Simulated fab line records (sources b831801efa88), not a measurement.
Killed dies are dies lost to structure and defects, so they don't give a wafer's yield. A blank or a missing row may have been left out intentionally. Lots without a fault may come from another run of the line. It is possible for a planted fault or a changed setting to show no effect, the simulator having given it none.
2 desks, one fault :: flow gf180mcu :: every desk sees just its own numbers, and what lay behind them comes last

## THE TOOL OWNER'S DESK: litho track-02
The tool's own readings at GF_MVSD_DEVELOP_06 (develop time 60 s): means of the sampled wafers that have a number, for each lot that ran on this tool. A lot is out of limits, marked OUT, if its mean lies more than 4 standard deviations from the usual mean; the brackets give that distance.
Columns: A = exhaust pa at GF_MVSD_DEVELOP_06, usual 45.2 Pa; B = resist line temp C at GF_MVSD_DEVELOP_06, usual 22.97 C
lot: L720
first seen here: day 4 09:00
A: 44.2
B: 23.01

lot: L728
first seen here: day 6 08:00
A: 45.0
B: 22.85

lot: L729
first seen here: day 6 14:00
A: 45.0
B: 22.95

lot: L734
first seen here: day 7 19:00
A: 45.2
B: 23.01

lot: L735
first seen here: day 8 01:00
A: 45.2
B: 23.01
This desk's verdict: no lot among the 5 shows anything out of limits.

## THE METROLOGY DESK
Means of the sampled wafers that have a number, per lot and without regard to the tool the lot ran on: this is what the gauges read. A lot is out of limits, marked OUT, if its mean lies more than 4 standard deviations from the usual mean; the brackets give that distance.
Columns: A = STI_CVD_03_THK at GF_STI_THK_MEAS_04, usual 206.7 nm; B = STI_OXIDATION_01_THK at GF_STI_THK_MEAS_22, usual 14.87 nm; C = STI_CVD_23_THK at GF_STI_THK_MEAS_24, usual 652 nm; D = MVSD_OVL at GF_MVSD_OVL_MEAS_07, usual -0.1 nm
lot: L720
first seen here: day 1 14:33
A: 207.5
B: 15.23
C: 652
D: 0.7

lot: L721
first seen here: day 1 18:38
A: 207.0
B: 14.72
C: 650
D: 0.7

lot: L722
first seen here: day 1 23:34
A: 208.1
B: 14.92
C: 654
D: 0.3

lot: L725
first seen here: day 2 14:35
A: 205.4
B: 14.83
C: 650
D: -1.0

lot: L726
first seen here: day 2 19:34
A: 206.0
B: 15.00
C: 656
D: -0.0

lot: L727
first seen here: day 3 01:10
A: 205.8
B: 15.18
C: 653
D: -1.8

lot: L728
first seen here: day 3 06:05
A: 208.2
B: 14.43
C: 647
D: 0.9

lot: L729
first seen here: day 3 10:58
A: 206.5
B: 15.14
C: 646
D: -1.5

lot: L731
first seen here: day 3 20:34
A: 208.4
B: 15.01
C: 658
D: -0.4

lot: L734
first seen here: day 4 12:31
A: 204.4
B: 14.69
C: 649
D: -0.7

lot: L735
first seen here: day 4 17:56
A: 205.5
B: 15.07
C: 654
D: 3.2

lot: L740
first seen here: day 5 17:59
A: 210.1
B: 15.40
C: 646
D: -0.2

lot: L742
first seen here: day 6 04:16
A: 206.4
B: 14.94
C: 653
D: 1.1

lot: L743
first seen here: day 6 08:34
A: 206.0
B: 15.13
C: 648
D: 0.1
This desk's verdict: no lot among the 14 shows anything out of limits.

## TAKEN TOGETHER
The tool owner's desk saw nothing out of limits.
From the metrology desk's view, nothing was out of limits.

## WHAT THE SIMULATOR HAD INSERTED
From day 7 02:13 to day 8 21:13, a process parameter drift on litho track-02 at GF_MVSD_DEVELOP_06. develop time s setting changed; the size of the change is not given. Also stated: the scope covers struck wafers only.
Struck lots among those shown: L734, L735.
